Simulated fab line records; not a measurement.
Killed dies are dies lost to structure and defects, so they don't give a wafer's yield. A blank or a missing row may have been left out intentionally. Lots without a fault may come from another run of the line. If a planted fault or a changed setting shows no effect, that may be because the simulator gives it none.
fab line records    flow gf180mcu
[record] lots = 5  wafers = 15  last_day = 33
route steps=602 shown V2@390 M3@409
lots that met no fault: taken from a fault-free run of the same line
start_h: the number of hours between the record's first day and the start of the first shown wafer of the lot    wait_h: hours elapsed since this lot's preceding step    " identical to the entry in the row above    L1.1+2: one row covering several wafers at once    - no value, or no start was given    * or withheld: withheld    < > ~ a bound
route shown NAME@n: names a module that has steps shown in the file, with the first one's number in the route    usual: mean/standard deviation taken from wafers without a fault    same: alike in all rows    chamber/n: place in a boat    sites: per-site readings    _std_site: the values' standard deviation    _edge_site: the outer-site mean with the inner-site mean subtracted    radius_mm: for every site, how far away it sits from the centre of the wafer    mask NAME#n: copy n    behind: tool/chamber where the wafer was last shaped    hold: cause of the lot's hold/its duration in hours/its outcome    device: whichever transistor did not switch (one of n, p or np)    end of line: the route-end tests of the same wafers    a step with no rows: only its recipe    killed: the dies lost at the first sort to structure and to defects; this is not the yield of the wafer    map: a wafer's dies, marking killed ones x, the rest . and places with no die _
set.NAME: the setting as run; set.NAME@STEP: as run at that earlier step    model.NAME: the simulator's own value behind a step, which no gauge read
a table for each step, a row for each wafer; lots at some steps of the route
services: a tool's chamber out of use, with start hour (start_h, from the record's first day; less than 0 if before it), hours out, and reason
[[steps]]
[step GF_V2_COAT_08]
[recipe] resist = BARC  temp_c = withheld  time_s = withheld  spin_rpm = withheld  resist_thk_nm = withheld
lot.wafer   tool            chamber  start_h  wait_h
L077.1+2+5  litho_track-02  0        476.17   0.1
L087.1+4+5  litho_track-03  0        566.27   0.1
L089.2+4+5  litho_track-02  0        582.90   0.1
L093.2+3+6  litho_track-02  0        610.05   0.1
L094.3+5+6  litho_track-04  0        622.90   0.1
[step GF_V2_COAT_09]
[recipe] resist = KrF  spin_rpm = withheld  resist_thk_nm = 1000
lot.wafer   tool            chamber  start_h  wait_h
L077.1+2+5  litho_track-02  0        -        -
L087.1+4+5  litho_track-03  0        -        -
L089.2+4+5  litho_track-02  0        -        -
L093.2+3+6  litho_track-02  0        -        -
L094.3+5+6  litho_track-04  0        -        -
[step GF_V2_SOFTBAKE_10]
[recipe] temp_c = 130  time_s = 60  resist = KrF
lot.wafer   tool            chamber  start_h  wait_h
L077.1+2+5  litho_track-02  0        -        -
L087.1+4+5  litho_track-03  0        -        -
L089.2+4+5  litho_track-02  0        -        -
L093.2+3+6  litho_track-02  0        -        -
L094.3+5+6  litho_track-04  0        -        -
[step GF_V2_EXPOSE_11]
[recipe] mask_id = Via2  target_cd_nm = 260  na = 0.68  source_shape = conventional  sigma_outer = 0.6  dose_mj = 38
[usual] exposure_dose_mJ_cm2 = 37.96/0.039
[same] na = 0.68
lot.wafer  tool            chamber  start_h  wait_h  mask    exposure_dose_mJ_cm2
L077.1     krf_scanner-01  0        -        -       Via2#0  37.99
L077.2     "               0        "        "       Via2#0  37.95
L077.5     "               0        "        "       Via2#0  37.94
L087.1     krf_scanner-02  0        -        -       Via2#0  37.99
L087.4     "               0        "        "       Via2#0  37.97
L087.5     "               0        "        "       Via2#0  37.97
L089.2     krf_scanner-01  0        -        -       Via2#0  37.89
L089.4     "               0        "        "       Via2#0  37.95
L089.5     "               0        "        "       Via2#0  37.95
L093.2     krf_scanner-01  0        -        -       Via2#0  37.94
L093.3     "               0        "        "       Via2#0  37.95
L093.6     "               0        "        "       Via2#0  38.00
L094.3     krf_scanner-01  0        -        -       Via2#0  37.94
L094.5     "               0        "        "       Via2#0  37.90
L094.6     "               0        "        "       Via2#0  37.94
[step GF_V2_PEB_12]
[recipe] peb_temp_c = 135  peb_time_s = 90  resist = KrF
[same] peb_time_s = 90
lot.wafer   tool            chamber  start_h  wait_h
L077.1+2+5  litho_track-02  0        -        -
L087.1+4+5  litho_track-02  0        -        -
L089.2+4+5  litho_track-04  0        -        -
L093.2+3+6  litho_track-04  0        -        -
L094.3+5+6  litho_track-02  0        -        -
[step GF_V2_DEVELOP_13]
[recipe] develop_time_s = 60  resist = KrF  dev_temp_c = 21
lot.wafer   tool            chamber  start_h  wait_h
L077.1+2+5  litho_track-02  0        488.32   0.2
L087.1+4+5  litho_track-02  0        577.87   0.2
L089.2+4+5  litho_track-04  0        594.18   0.2
L093.2+3+6  litho_track-04  0        620.73   0.2
L094.3+5+6  litho_track-02  0        633.07   0.1
[step GF_V2_CD_MEAS_14]
[recipe] target_cd_nm = 260
[usual] cd_nm = 259.5/1.4
lot.wafer  tool       chamber  start_h  wait_h  cd_nm
L077.1     cd_sem-01  -        488.47   0.1     257.1
L077.2     "          -        "        "       259.2
L077.5     "          -        "        "       260.1
L087.1     cd_sem-02  -        578.09   0.2     260.5
L087.4     "          -        "        "       261.2
L087.5     "          -        "        "       260.9
L089.2     cd_sem-02  -        594.32   0.1     259.2
L089.4     "          -        "        "       259.2
L089.5     "          -        "        "       257.7
L093.2     cd_sem-02  -        620.87   0.1     260.7
L093.3     "          -        "        "       259.9
L093.6     "          -        "        "       260.9
L094.3     cd_sem-02  -        633.21   0.1     258.6
L094.5     "          -        "        "       258.1
L094.6     "          -        "        "       259.2
[step GF_V2_OVL_MEAS_15]
[usual] V2_OVL = 6/5.5
lot.wafer  tool        chamber  start_h  wait_h  V2_OVL[nm]
L077.1     overlay-02  -        488.59   0.1     10
L077.2     "           -        "        "       3
L077.5     "           -        "        "       13
L087.1     overlay-01  -        578.21   0.1     1
L087.4     "           -        "        "       7
L087.5     "           -        "        "       8
L089.2     overlay-01  -        594.43   0.1     4
L089.4     "           -        "        "       2
L089.5     "           -        "        "       4
L093.2     overlay-01  -        620.98   0.1     -2
L093.3     "           -        "        "       3
L093.6     "           -        "        "       -1
L094.3     overlay-02  -        633.30   0.1     19
L094.5     "           -        "        "       18
L094.6     "           -        "        "       16
[step GF_V2_ETCH_16]
[recipe] chemistry = N2/H2  target_depth_a = withheld  overetch_a = withheld  time_s = withheld  target = BARC  ion_energy_ev = 200  source_w = 500  bias_w = 100  pressure_mtorr = 30  n2_flow_sccm = 100  h2_flow_sccm = 200
[usual] drypump_motor_current_A = 5.8/0.49  oes_product_au = 0.854/0.0048  throttle_valve_pct = 13.225/0.0093
lot.wafer  tool         chamber  start_h  wait_h  drypump_motor_current_A  oes_product_au  throttle_valve_pct
L077.1     rie_diel-04  2        488.63   0.0     5.7                      0.853           13.218
L077.2     "            1        "        "       5.8                      0.863           13.219
L077.5     "            2        "        "       5.7                      0.857           13.215
L087.1     rie_diel-02  3        578.25   0.0     6.5                      0.855           13.228
L087.4     "            1        "        "       5.3                      0.853           13.218
L087.5     "            0        "        "       6.4                      0.854           13.232
L089.2     rie_diel-01  1        594.46   0.0     6.3                      0.857           13.225
L089.4     "            3        "        "       5.5                      0.855           13.222
L089.5     "            2        "        "       4.8                      0.848           13.223
L093.2     rie_diel-02  3        621.01   0.0     6.4                      0.840           13.231
L093.3     "            0        "        "       6.3                      0.846           13.227
L093.6     "            1        "        "       5.4                      0.852           13.229
L094.3     rie_diel-01  3        633.33   0.0     5.5                      0.850           13.228
L094.5     "            0        "        "       5.7                      0.862           13.215
L094.6     "            1        "        "       6.3                      0.851           13.218
[step GF_V2_ETCH_17]
[recipe] chemistry = C4F8/O2/Ar  mask_material = KrF  target = SiO2  stop_on = TiN  source_w = 1500  bias_w = 1200  pressure_mtorr = 40  c4f8_flow_sccm = withheld  O2_flow_sccm = 6  Ar_flow_sccm = 300  time_s = withheld  target_depth_a = 6300
[usual] oes_product_au = 0.856/0.0046
lot.wafer  tool         chamber  start_h  wait_h  oes_product_au
L077.1     rie_diel-04  2        -        -       0.855
L077.2     "            1        "        "       0.857
L077.5     "            2        "        "       0.856
L087.1     rie_diel-02  3        -        -       0.855
L087.4     "            1        "        "       0.853
L087.5     "            0        "        "       0.853
L089.2     rie_diel-01  1        -        -       0.856
L089.4     "            3        "        "       0.849
L089.5     "            2        "        "       0.859
L093.2     rie_diel-02  3        -        -       0.863
L093.3     "            0        "        "       0.857
L093.6     "            1        "        "       0.858
L094.3     rie_diel-01  3        -        -       0.850
L094.5     "            0        "        "       0.862
L094.6     "            1        "        "       0.858
[step GF_V2_STRIP_18]
[recipe] chemistry = O2/N2  power_w = 1400  pressure_mtorr = 1500  platen_temp_c = 250  o2_flow_sccm = 3000  n2_flow_sccm = 300  overash_fraction = 0.5
[usual] drypump_motor_current_A = 5.85/0.26  heater_power_w = 325/20  oes_product_au = 0.593/0.0049
lot.wafer  tool             chamber  start_h  wait_h  drypump_motor_current_A  heater_power_w  oes_product_au  rf_hours_counter_h
L077.1     plasma_asher-03  1        488.76   -       5.78                     336             0.593           6
L077.2     "                0        "        "       6.09                     282             0.591           6
L077.5     "                1        "        "       5.81                     330             0.594           -
L087.1     plasma_asher-04  0        578.38   -       6.26                     317             0.587           50
L087.4     "                1        "        "       5.32                     347             0.594           -
L087.5     "                0        "        "       6.27                     316             0.586           -
L089.2     plasma_asher-01  1        594.59   -       5.88                     327             0.589           101
L089.4     "                1        "        "       5.89                     339             0.592           -
L089.5     "                0        "        "       5.82                     340             0.598           -
L093.2     plasma_asher-01  0        621.14   -       5.80                     344             0.583           104
L093.3     "                1        "        "       5.85                     335             0.595           -
L093.6     "                1        "        "       5.87                     338             0.585           -
L094.3     plasma_asher-04  1        633.49   -       5.35                     347             0.597           -
L094.5     "                0        "        "       6.26                     317             0.597           -
L094.6     "                1        "        "       5.40                     330             0.598           -
[step GF_V2_STRIP_19]
[recipe] chemistry = post_etch_residue_remover  time_s = 1200  temp_c = 72.5
lot.wafer   tool          chamber  start_h  wait_h
L077.1+2+5  wet_bench-02  0        488.86   0.1
L087.1+4+5  wet_bench-02  2        578.48   0.1
L089.2+4+5  wet_bench-02  2        594.69   0.1
L093.2+3+6  wet_bench-03  0        621.24   0.1
L094.3+5+6  wet_bench-03  1        633.56   0.0
[step GF_V2_CLEAN_20]
[recipe] chemistry = DIW  dry = n2_spin
lot.wafer   tool          chamber  start_h  wait_h
L077.1+2+5  wet_bench-04  1        489.27   0.0
L087.1+4+5  wet_bench-03  1        578.85   0.0
L089.2+4+5  wet_bench-04  2        595.03   0.0
L093.2+3+6  wet_bench-04  0        621.58   0.0
L094.3+5+6  wet_bench-04  1        633.90   0.0
[step GF_V2_SPUTTER_21]
[recipe] material = Ti  target_thk_nm = 15  chamber_pressure_pa = 5  power_w = 2500  substrate_temp_c = 200  time_s = 80.02
[usual] throttle_valve_pct = 30.1/1
lot.wafer  tool            chamber  start_h  wait_h  throttle_valve_pct
L077.1     pvd_sputter-04  -        489.37   0.0     31.3
L077.2     "               -        "        "       29.5
L077.5     "               -        "        "       29.2
L087.1     pvd_sputter-01  -        578.95   0.0     30.5
L087.4     "               -        "        "       27.7
L087.5     "               -        "        "       30.2
L089.2     pvd_sputter-01  -        595.12   0.0     31.1
L089.4     "               -        "        "       30.2
L089.5     "               -        "        "       30.3
L093.2     pvd_sputter-01  -        621.68   0.0     30.7
L093.3     "               -        "        "       30.9
L093.6     "               -        "        "       30.7
L094.3     pvd_sputter-04  -        633.99   0.0     29.3
L094.5     "               -        "        "       29.2
L094.6     "               -        "        "       31.4
[step GF_V2_SPUTTER_22]
[recipe] material = TiN  target_thk_nm = 10  chamber_pressure_pa = 5  power_w = 4000  time_s = 40
[usual] throttle_valve_pct = 30.1/0.94
lot.wafer  tool            chamber  start_h  wait_h  throttle_valve_pct
L077.1     pvd_sputter-04  -        489.43   0.0     31.2
L077.2     "               -        "        "       29.3
L077.5     "               -        "        "       29.2
L087.1     pvd_sputter-01  -        579.01   0.0     30.7
L087.4     "               -        "        "       27.7
L087.5     "               -        "        "       30.1
L089.2     pvd_sputter-01  -        595.18   0.0     30.7
L089.4     "               -        "        "       30.0
L089.5     "               -        "        "       30.2
L093.2     pvd_sputter-01  -        621.74   0.0     30.5
L093.3     "               -        "        "       31.0
L093.6     "               -        "        "       30.4
L094.3     pvd_sputter-04  -        634.05   0.0     29.2
L094.5     "               -        "        "       29.1
L094.6     "               -        "        "       31.5
[step GF_V2_CVD_23]
[recipe] material = W  target_thk_nm = 350  time_s = 104.94  temp_c = 400  pressure_torr = 40
[usual] heater_power_w = 917/94
lot.wafer  tool      chamber  start_h  wait_h  heater_power_w
L077.1     cvd_w-02  1        489.47   0.0     966
L077.2     "         0        "        "       779
L077.5     "         0        "        "       775
L087.1     cvd_w-01  0        579.05   0.0     1025
L087.4     "         0        "        "       1031
L087.5     "         0        "        "       1026
L089.2     cvd_w-02  0        595.22   0.0     804
L089.4     "         0        "        "       783
L089.5     "         1        "        "       927
L093.2     cvd_w-02  1        621.82   0.1     951
L093.3     "         1        "        "       961
L093.6     "         1        "        "       942
L094.3     cvd_w-01  1        634.13   0.1     835
L094.5     "         0        "        "       1072
L094.6     "         1        "        "       847
[step GF_V2_RS_MEAS_24]
[recipe] thk_meas_gauge = four-point-probe  reads = W_of_V2_CVD_23+TiN_of_V2_SPUTTER_22+Ti_of_V2_SPUTTER_21
[usual] V2_W_RS = 0.327/0.0055
lot.wafer  tool           chamber  start_h  wait_h  V2_W_RS[ohm/sq]
L077.1     film_metro-02  -        489.58   0.1     0.330
L077.2     "              -        "        "       0.333
L077.5     "              -        "        "       0.330
L087.1     film_metro-02  -        579.28   0.2     0.321
L087.4     "              -        "        "       0.320
L087.5     "              -        "        "       0.318
L089.2     film_metro-04  -        595.36   0.1     0.335
L089.4     "              -        "        "       0.334
L089.5     "              -        "        "       0.328
L093.2     film_metro-04  -        622.03   0.2     0.324
L093.3     "              -        "        "       0.327
L093.6     "              -        "        "       0.328
L094.3     film_metro-03  -        634.24   0.1     0.324
L094.5     "              -        "        "       0.323
L094.6     "              -        "        "       0.322
[step GF_V2_THK_MEAS_25]
[recipe] thk_meas_gauge = xrf  reads = W_of_V2_CVD_23
[usual] V2_W_THK = 342/6.7
lot.wafer  tool           chamber  start_h  wait_h  V2_W_THK[nm]
L077.1     film_metro-02  -        489.70   0.1     333
L077.2     "              -        "        "       329
L077.5     "              -        "        "       333
L087.1     film_metro-02  -        579.40   0.1     341
L087.4     "              -        "        "       341
L087.5     "              -        "        "       345
L089.2     film_metro-04  -        595.47   0.1     336
L089.4     "              -        "        "       338
L089.5     "              -        "        "       342
L093.2     film_metro-04  -        622.14   0.1     347
L093.3     "              -        "        "       344
L093.6     "              -        "        "       343
L094.3     film_metro-03  -        634.34   0.1     353
L094.5     "              -        "        "       351
L094.6     "              -        "        "       353
[step GF_V2_CMP_26]
[recipe] stop_on = SiO2  down_force_psi = 3.5  platen_rpm = 60  t_overpolish_s = 15  target_thk_nm = 0  pad_velocity_m_s = 0.94248
[usual] motor_current_A = 11.7/1.2  overpolish_run_s = 14.999/0.009  retaining_ring_pressure_frac = 1.000/0.0045  time_to_endpoint_s = 84/3.8
lot.wafer  tool    chamber  start_h  wait_h  motor_current_A  overpolish_run_s  retaining_ring_pressure_frac  time_to_endpoint_s
L077.2     cmp-02  1        489.81   0.1     12.6             14.997            1.001                         84
L077.1     "       3        "        "       11.2             15.003            0.995                         88
L077.5     "       1        "        "       12.3             15.007            0.993                         81
L087.1     cmp-01  0        579.51   0.1     8.7              14.991            1.001                         92
L087.4     "       1        "        "       12.1             15.007            0.999                         84
L087.5     "       0        "        "       9.2              14.999            1.001                         89
L089.4     cmp-02  2        595.57   0.1     12.7             14.987            1.004                         80
L089.2     "       0        "        "       11.6             15.000            0.993                         75
L089.5     "       1        "        "       12.3             15.006            0.998                         79
L093.2     cmp-02  1        622.19   0.0     13.0             15.006            1.007                         83
L093.3     "       0        "        "       11.2             14.992            0.997                         82
L093.6     "       2        "        "       12.3             14.991            0.997                         84
L094.3     cmp-02  3        634.53   0.2     10.2             15.015            0.993                         86
L094.5     "       0        "        "       11.9             15.012            1.003                         80
L094.6     "       1        "        "       12.8             14.994            0.999                         78
[step GF_M3_SPUTTER_00]
[recipe] material = Ti  target_thk_nm = 37.5  arriving_ion_energy_ev = 80  substrate_temp_c = 200  chamber_pressure_pa = 2  power_w = 4000  time_s = 150
[usual] throttle_valve_pct = 30.1/1.1
lot.wafer  tool            chamber  start_h  wait_h  throttle_valve_pct
L077.1     pvd_sputter-03  -        490.06   0.1     29.1
L077.2     "               -        "        "       31.1
L077.5     "               -        "        "       31.0
L087.1     pvd_sputter-03  -        579.76   0.2     30.6
L087.4     "               -        "        "       29.0
L087.5     "               -        "        "       28.9
L089.2     pvd_sputter-01  -        595.82   0.1     30.6
L089.4     "               -        "        "       28.0
L089.5     "               -        "        "       30.7
L093.2     pvd_sputter-04  -        622.49   0.2     30.2
L093.3     "               -        "        "       29.2
L093.6     "               -        "        "       29.2
L094.3     pvd_sputter-01  -        634.68   0.1     30.8
L094.5     "               -        "        "       29.9
L094.6     "               -        "        "       30.8
[step GF_M3_SPUTTER_01]
[recipe] material = TiN  target_thk_nm = 30  power_w = 6500  time_s = 25  chamber_pressure_pa = 0.4
[usual] throttle_valve_pct = 30.1/1.1
lot.wafer  tool            chamber  start_h  wait_h  throttle_valve_pct
L077.1     pvd_sputter-03  -        490.16   0.1     29.2
L077.2     "               -        "        "       31.3
L077.5     "               -        "        "       31.0
L087.1     pvd_sputter-03  -        579.86   0.1     31.2
L087.4     "               -        "        "       29.2
L087.5     "               -        "        "       29.1
L089.2     pvd_sputter-01  -        595.92   0.1     30.4
L089.4     "               -        "        "       28.0
L089.5     "               -        "        "       30.7
L093.2     pvd_sputter-04  -        622.59   0.1     30.4
L093.3     "               -        "        "       29.1
L093.6     "               -        "        "       29.3
L094.3     pvd_sputter-01  -        634.78   0.1     30.8
L094.5     "               -        "        "       30.3
L094.6     "               -        "        "       31.1
[step GF_M3_SPUTTER_02]
[recipe] material = AlCu  target_thk_nm = 450  power_w = 10600  time_s = 23.9  chamber_pressure_pa = 0.4
[usual] throttle_valve_pct = 30.1/1.1
lot.wafer  tool            chamber  start_h  wait_h  throttle_valve_pct
L077.1     pvd_sputter-03  -        490.19   0.0     29.4
L077.2     "               -        "        "       30.7
L077.5     "               -        "        "       31.2
L087.1     pvd_sputter-03  -        579.89   0.0     31.0
L087.4     "               -        "        "       29.4
L087.5     "               -        "        "       28.9
L089.2     pvd_sputter-01  -        595.95   0.0     30.8
L089.4     "               -        "        "       27.9
L089.5     "               -        "        "       30.5
L093.2     pvd_sputter-04  -        622.62   0.0     30.6
L093.3     "               -        "        "       29.2
L093.6     "               -        "        "       29.1
L094.3     pvd_sputter-01  -        634.81   0.0     31.0
L094.5     "               -        "        "       30.4
L094.6     "               -        "        "       31.1
[step GF_M3_SPUTTER_03]
[recipe] material = Ti  target_thk_nm = 10  substrate_temp_c = 300  chamber_pressure_pa = 0.3  power_w = 3000  time_s = 6.7
[usual] throttle_valve_pct = 30.1/1.1
lot.wafer  tool            chamber  start_h  wait_h  throttle_valve_pct
L077.1     pvd_sputter-03  -        490.22   0.0     29.0
L077.2     "               -        "        "       31.2
L077.5     "               -        "        "       31.0
L087.1     pvd_sputter-03  -        579.92   0.0     30.8
L087.4     "               -        "        "       29.2
L087.5     "               -        "        "       29.2
L089.2     pvd_sputter-01  -        595.98   0.0     30.6
L089.4     "               -        "        "       28.3
L089.5     "               -        "        "       30.5
L093.2     pvd_sputter-04  -        622.65   0.0     30.3
L093.3     "               -        "        "       29.2
L093.6     "               -        "        "       29.4
L094.3     pvd_sputter-01  -        634.84   0.0     30.8
L094.5     "               -        "        "       30.2
L094.6     "               -        "        "       30.8
[step GF_M3_SPUTTER_04]
[recipe] material = TiN  target_thk_nm = 50  power_w = 6500  time_s = 41.7  chamber_pressure_pa = 0.4
[usual] throttle_valve_pct = 30.1/1.1
lot.wafer  tool            chamber  start_h  wait_h  throttle_valve_pct
L077.1     pvd_sputter-03  -        490.24   0.0     29.3
L077.2     "               -        "        "       31.0
L077.5     "               -        "        "       31.1
L087.1     pvd_sputter-03  -        579.94   0.0     30.8
L087.4     "               -        "        "       29.1
L087.5     "               -        "        "       29.1
L089.2     pvd_sputter-01  -        596.00   0.0     30.6
L089.4     "               -        "        "       27.9
L089.5     "               -        "        "       30.5
L093.2     pvd_sputter-04  -        622.67   0.0     30.5
L093.3     "               -        "        "       29.1
L093.6     "               -        "        "       29.1
L094.3     pvd_sputter-01  -        634.86   0.0     30.9
L094.5     "               -        "        "       30.0
L094.6     "               -        "        "       30.9
[step GF_M3_RS_MEAS_05]
[recipe] thk_meas_gauge = four-point-probe  reads = TiN_of_M3_SPUTTER_04+Ti_of_M3_SPUTTER_03+AlCu_of_M3_SPUTTER_02+TiN_of_M3_SPUTTER_01+Ti_of_M3_SPUTTER_00
[usual] M3_ALCU_RS = 0.0694/0.00082
lot.wafer  tool           chamber  start_h  wait_h  M3_ALCU_RS[ohm/sq]
L077.1     film_metro-01  -        490.28   0.0     0.0688
L077.2     "              -        "        "       0.0705
L077.5     "              -        "        "       0.0703
L087.1     film_metro-01  -        579.98   0.0     0.0697
L087.4     "              -        "        "       0.0676
L087.5     "              -        "        "       0.0688
L089.2     film_metro-04  -        596.06   0.0     0.0686
L089.4     "              -        "        "       0.0694
L089.5     "              -        "        "       0.0681
L093.2     film_metro-04  -        622.73   0.0     0.0694
L093.3     "              -        "        "       0.0697
L093.6     "              -        "        "       0.0697
L094.3     film_metro-02  -        634.94   0.1     0.0694
L094.5     "              -        "        "       0.0699
L094.6     "              -        "        "       0.0689
[step GF_M3_THK_MEAS_06]
[recipe] thk_meas_gauge = xrf  reads = AlCu_of_M3_SPUTTER_02
[usual] M3_ALCU_THK = 448/6.2
lot.wafer  tool           chamber  start_h  wait_h  M3_ALCU_THK[nm]
L077.1     film_metro-01  -        490.40   0.1     447
L077.2     "              -        "        "       438
L077.5     "              -        "        "       439
L087.1     film_metro-01  -        580.10   0.1     445
L087.4     "              -        "        "       458
L087.5     "              -        "        "       450
L089.2     film_metro-04  -        596.17   0.1     458
L089.4     "              -        "        "       453
L089.5     "              -        "        "       458
L093.2     film_metro-04  -        622.84   0.1     450
L093.3     "              -        "        "       451
L093.6     "              -        "        "       453
L094.3     film_metro-02  -        635.04   0.1     446
L094.5     "              -        "        "       443
L094.6     "              -        "        "       451
[step GF_M3_DEHYDRATE_07]
[recipe] temp_c = 200  time_s = 60
lot.wafer   tool            chamber  start_h  wait_h
L077.1+2+5  litho_track-02  0        501.67   11.3
L087.1+4+5  litho_track-02  0        589.97   9.9
L089.2+4+5  litho_track-01  0        606.01   9.8
L093.2+3+6  litho_track-01  0        632.31   9.5
L094.3+5+6  litho_track-04  0        644.85   9.8
[step GF_M3_HMDS_08]
[recipe] prime_time_s = 60  prime_temp_c = 120
lot.wafer   tool            chamber  start_h  wait_h
L077.1+2+5  litho_track-02  0        501.82   0.1
L087.1+4+5  litho_track-02  0        590.12   0.1
L089.2+4+5  litho_track-01  0        606.16   0.1
L093.2+3+6  litho_track-01  0        632.46   0.1
L094.3+5+6  litho_track-04  0        645.00   0.1
[step GF_M3_COAT_09]
[recipe] resist = KrF  spin_rpm = withheld  resist_thk_nm = 1000
lot.wafer   tool            chamber  start_h  wait_h
L077.1+2+5  litho_track-02  0        501.97   0.1
L087.1+4+5  litho_track-02  0        590.27   0.1
L089.2+4+5  litho_track-01  0        606.31   0.1
L093.2+3+6  litho_track-01  0        632.61   0.1
L094.3+5+6  litho_track-04  0        645.15   0.1
[step GF_M3_SOFTBAKE_10]
[recipe] temp_c = 130  time_s = 60  resist = KrF
lot.wafer   tool            chamber  start_h  wait_h
L077.1+2+5  litho_track-02  0        502.12   0.1
L087.1+4+5  litho_track-02  0        590.42   0.1
L089.2+4+5  litho_track-01  0        606.46   0.1
L093.2+3+6  litho_track-01  0        632.76   0.1
L094.3+5+6  litho_track-04  0        645.30   0.1
[[services]]
tool            chamber  start_h  hours  kind
krf_scanner-01  -        463.96   3.6    repair
krf_scanner-01  -        475.17   0.8    pm
cvd_w-02        0        480.37   4.1    repair
krf_scanner-01  -        481.89   1.0    pm
rie_diel-01     3        482.01   6.0    repair
cmp-02          -        497.30   5.1    pm
krf_scanner-01  -        531.71   4.4    pm
krf_scanner-01  -        536.08   3.6    pm
pvd_sputter-03  -        539.28   3.2    repair
krf_scanner-01  -        545.53   1.3    pm
cmp-02          -        545.68   3.1    repair
pvd_sputter-04  -        546.96   13.0   repair
pvd_sputter-04  -        551.38   47.9   repair
rie_diel-01     1        557.75   4.5    repair
rie_diel-02     2        572.00   8.7    repair
cmp-02          -        573.54   4.0    pm
rie_diel-01     2        599.53   7.0    repair
pvd_sputter-01  -        600.69   5.3    repair
pvd_sputter-04  -        603.04   1.2    repair
pvd_sputter-01  -        609.77   1.6    repair
pvd_sputter-01  -        621.88   10.5   repair
rie_diel-01     0        626.03   1.4    repair
krf_scanner-01  -        643.07   1.1    repair
krf_scanner-01  -        644.21   0.8    pm
[[key]]
fault none
